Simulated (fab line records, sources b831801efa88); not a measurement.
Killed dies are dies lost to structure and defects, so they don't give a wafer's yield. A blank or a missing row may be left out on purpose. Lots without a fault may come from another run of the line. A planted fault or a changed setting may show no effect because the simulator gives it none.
A struck lot beside a sound one | flow gf180mcu | 28 steps out of a route of 602
Sound: wafers L699.2, L699.5, L699.6. Struck: wafers L706.2, L706.5, L706.6. The cause comes at the end.
At each step with rows: each side's tool, then ch and its chambers, then its first start. Under that, the readings that differ: sound wafers | struck wafers | difference of the means | sigmas: that difference in standard deviations of wafers without a fault.
alike: readings whose means differ by less than 2 such deviations, and words and numbers that are the same on both sides. not compared: withheld readings, readings that some wafer has no value for, bounds like >300 that may hide the same value, and numbers for which the record gives no deviation and whose values overlap.
The two part at a step that has a row with sigmas, a row that says differs or no value, or rows on one side only. Numbers that don't overlap but have no deviation are shown without sigmas and don't part them. A reading that every wafer of one side lacks parts them only if that side has two wafers or more.

GF_STI_BOW_MEAS_00:
  sound on film_metro-02, day 2 21:01; struck on film_metro-02, day 4 08:01
  alike: INCOMING_BOW
then, 1 step without rows for these wafers: GF_STI_OXIDATION_01 (stabilise 600 s, purge 300 s, target thk 10 nm).
GF_STI_THK_MEAS_02:
  sound on film_metro-02, day 2 22:31; struck on film_metro-02, day 4 09:40
  alike: STI_OXIDATION_THK
GF_STI_CVD_03: deposits Si3N4 from DCS/NH3, target thk 207.16 nm, time 3551 s.
  sound on lpcvd-01 ch 1, day 2 22:34; struck on lpcvd-01 ch 1, day 4 09:43
  reading                               | sound             | struck            | difference | sigmas
  spike_tc_centre_C (C)                 | 767.5 769.1 769.2 | 784.2 786.0 784.8 | +16.4      | +11
  zone_power_centre_pct (%)             | 15.2 15.3 15.3    | 20.3 20.2 19.8    | +4.8       | +5
  zone_power_lower_pct (%)              | 12.1 11.8 12.0    | 9.9 10.1 9.9      | -2.0       | -6
  model.Si3N4_of_STI_CVD_03.thk_nm (nm) | 207.1 206.5 207.2 | 212.8 223.4 229.3 | +14.9      |
GF_STI_THK_MEAS_04:
  sound on film_metro-01, day 3 00:34; struck on film_metro-04, day 4 11:56
  reading             | sound             | struck            | difference | sigmas
  STI_CVD_03_THK (nm) | 206.9 206.4 207.3 | 212.9 223.3 229.3 | +15.0      | +9
  not compared: hold
then, 6 steps without rows for these wafers: GF_STI_HMDS_06 (prime time 60 s); GF_STI_COAT_07 (resist thk 700 nm); GF_STI_SOFTBAKE_08 (time 60 s); GF_STI_EXPOSE_09 (exposes mask COMP, target cd 220 nm); GF_STI_PEB_10 (peb time 90 s); GF_STI_DEVELOP_11 (develop time 60 s).
GF_STI_CD_MEAS_12: target cd 220 nm.
  sound on cd_sem-01, day 3 13:35; struck on cd_sem-02, day 5 01:13
  alike: cd_nm
GF_STI_ETCH_13: etches the open film in CHF3/O2, stops on Si, target depth 282.31 nm, time 112.9 s.
  sound on rie_diel-02 ch 1,2, day 3 13:41; struck on rie_diel-02 ch 0,1, day 5 01:19
  reading                  | sound             | struck            | difference | sigmas
  oes_product_au (a.u.)    | 0.842 0.827 0.833 | 0.839 0.866 0.885 | +0.029     | +5
  throttle_valve_pct (%)   | 8.806 8.809 8.797 | 8.813 8.819 8.838 | +0.019     | +2
  model.etch.depth_nm (nm) | 207.1 206.5 207.2 | 212.8 223.4 229.3 | +14.9      |
  alike: bias_w, drypump_motor_current_A
  not compared: rf_hours_counter_h
GF_STI_ETCH_14: etches Si in HBr/Cl2/O2, target depth 360 nm, time 102.9 s.
  sound on rie_si-01 ch 0,1,2, day 3 13:46; struck on rie_si-01 ch 0,1, day 5 01:23
  alike: bias_w, drypump_motor_current_A, oes_product_au, throttle_valve_pct
  not compared: rf_hours_counter_h
GF_STI_STRIP_15: strips in O2/N2.
  sound on plasma_asher-04 ch 0,1, day 3 13:50; struck on plasma_asher-02 ch 0,1, day 5 01:28
  alike: drypump_motor_current_A, heater_power_w, oes_product_au, strip_time_to_endpoint_s
  not compared: rf_hours_counter_h
then, 6 steps without rows for these wafers: GF_STI_CLEAN_16 (cleans in dHF, time 25 s); GF_STI_WET_ETCH_17 (etches Si3N4 in H3PO4, target depth 45 nm, time 514 s); GF_STI_CLEAN_18 (cleans in SC1/SC2, time 150 s); GF_STI_CLEAN_19 (cleans in dHF, time 20 s); GF_STI_WET_ETCH_20 (etches SiO2 in dHF, target depth 20 nm, time 400 s); GF_STI_OXIDATION_21 (stabilise 600 s, purge 300 s, target thk 15 nm).
GF_STI_THK_MEAS_22:
  sound on film_metro-02, day 3 15:38; struck on film_metro-04, day 5 03:06
  reading                   | sound          | struck         | difference | sigmas
  STI_OXIDATION_01_THK (nm) | 14.1 14.1 13.9 | 15.5 15.5 15.5 | +1.5       | +4
then, 1 step without rows for these wafers: GF_STI_CVD_23 (deposits SiO2, target thk 650 nm, time 108.3 s).
GF_STI_THK_MEAS_24:
  sound on film_metro-01, day 3 15:46; struck on film_metro-02, day 5 03:14
  alike: STI_CVD_23_THK
GF_STI_CMP_25: polishes, stops on Si3N4, t overpolish 33 s, target thk 524.6 nm.
  sound on cmp-02 ch 0,2,3, day 3 16:04; struck on cmp-02 ch 1,2, day 5 03:17
  alike: edge_zone_pressure_frac, motor_current_A
GF_STI_WET_ETCH_26: etches SiO2 in dHF, target depth 94 nm, time 188 s.
  sound on wet_bench-01 ch 1, day 3 16:13; struck on wet_bench-01 ch 0, day 5 03:35
  reading                               | sound             | struck          | difference | sigmas
  model.Si3N4_of_STI_CVD_03.thk_nm (nm) | 151.9 150.9 151.8 | 156 166.2 172.3 | +13        |
then, 1 step without rows for these wafers: GF_STI_WET_ETCH_27 (etches Si3N4 in H3PO4, target depth 160 nm, time 1825 s).
GF_PASSIVATION_PROBE_99:
  the record has rows for the sound wafers here (prober-02, day 31 01:58) and none for the struck ones

WHERE THEY PART
First at GF_STI_CVD_03; last, within this record, at GF_PASSIVATION_PROBE_99.

WHY: what the simulator had put in
Process parameter drift: lpcvd-01, from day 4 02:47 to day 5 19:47, at GF_STI_CVD_03. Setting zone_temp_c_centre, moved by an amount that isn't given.
